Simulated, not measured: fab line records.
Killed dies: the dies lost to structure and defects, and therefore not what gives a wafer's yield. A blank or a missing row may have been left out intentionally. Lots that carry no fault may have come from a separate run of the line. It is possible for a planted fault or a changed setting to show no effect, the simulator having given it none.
One fault seen from 2 desks | flow sky130 | what lay behind the numbers comes last; until then each desk has only its own

## AT THE METROLOGY DESK
What the gauges read for every lot (on any tool): the sampled wafers with a number, averaged. If a lot's mean is further than 4 standard deviations from the usual mean, the lot is out of limits and carries the mark OUT (the distance appears in the brackets).
Columns: A = VIA3_OVL at SKY_VIA3_OVL_MEAS_13, usual -2 nm; B = CAP2M_TIN_RS at SKY_CAP2M_RS_MEAS_03, usual 6.95 ohm/sq; C = CAP2M_TIN_THK at SKY_CAP2M_THK_MEAS_04, usual 199.6 nm
lot  | first seen here | A  | B              | C
L962 | day 39 10:41    | -1 | 6.91           | 200.2
L963 | day 39 14:42    | -1 | 6.92           | 200.3
L964 | day 40 02:29    | -1 | 6.99           | 197.3
L965 | day 40 11:17    | -1 | 7.03           | 196.5
L967 | day 41 17:23    | -6 | 6.91           | 200.3
L970 | day 42 02:09    | 1  | 6.88           | 201.4
L974 | day 43 02:32    | 4  | 7.00           | 198.5
L977 | day 44 08:56    | -3 | 6.04 (-10) OUT | 244.1 (+16) OUT
L979 | day 44 13:20    | -3 | 6.01 (-10) OUT | 244.5 (+17) OUT
L985 | day 46 05:47    | -3 | 6.84           | 202.3
This desk finds L977, L979 out of limits, with the earliest case on L977 at day 44 10:44 (CAP2M_TIN_RS at SKY_CAP2M_RS_MEAS_03). In limits: L962, L963, L964, L965, L967, L970, L974, L985.

## FOR THE TOOL OWNER'S DESK: pvd sputter-04
The tool's own readings at SKY_CAP2M_SPUTTER_02 (material TiN, target thk 200 nm, time 166.7 s): means of the sampled wafers that have a number, for each lot that ran on this tool. If a lot's mean is further than 4 standard deviations from the usual mean, the lot is out of limits and carries the mark OUT (the distance appears in the brackets).
Columns: A = throttle valve pct at SKY_CAP2M_SPUTTER_02, usual 29.8 %
lot  | first seen here | A
L967 | day 41 19:13    | 29.8
L970 | day 42 03:46    | 30.2
L977 | day 44 10:38    | 30.3
L979 | day 44 15:01    | 30.0
Result from this desk: across the 4 lots, nothing is out of limits.

## TAKEN TOGETHER
An alarm was possible from the metrology desk at day 44 10:44, on L977, L979.
The desk of the tool owner found nothing out of limits.
The tool owner's desk has L977, L979 on record, within its limits.
SKY_CAP2M_SPUTTER_02 was run on pvd sputter-04 by each of the lots named.

## WHAT THE SIMULATOR HAD PUT IN
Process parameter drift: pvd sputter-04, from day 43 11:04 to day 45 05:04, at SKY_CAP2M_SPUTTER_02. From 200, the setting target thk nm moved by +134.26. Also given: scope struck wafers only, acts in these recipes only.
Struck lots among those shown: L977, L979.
Time in hours between the start of the fault and the first out-of-limits reading at each desk: metrology desk, 24.
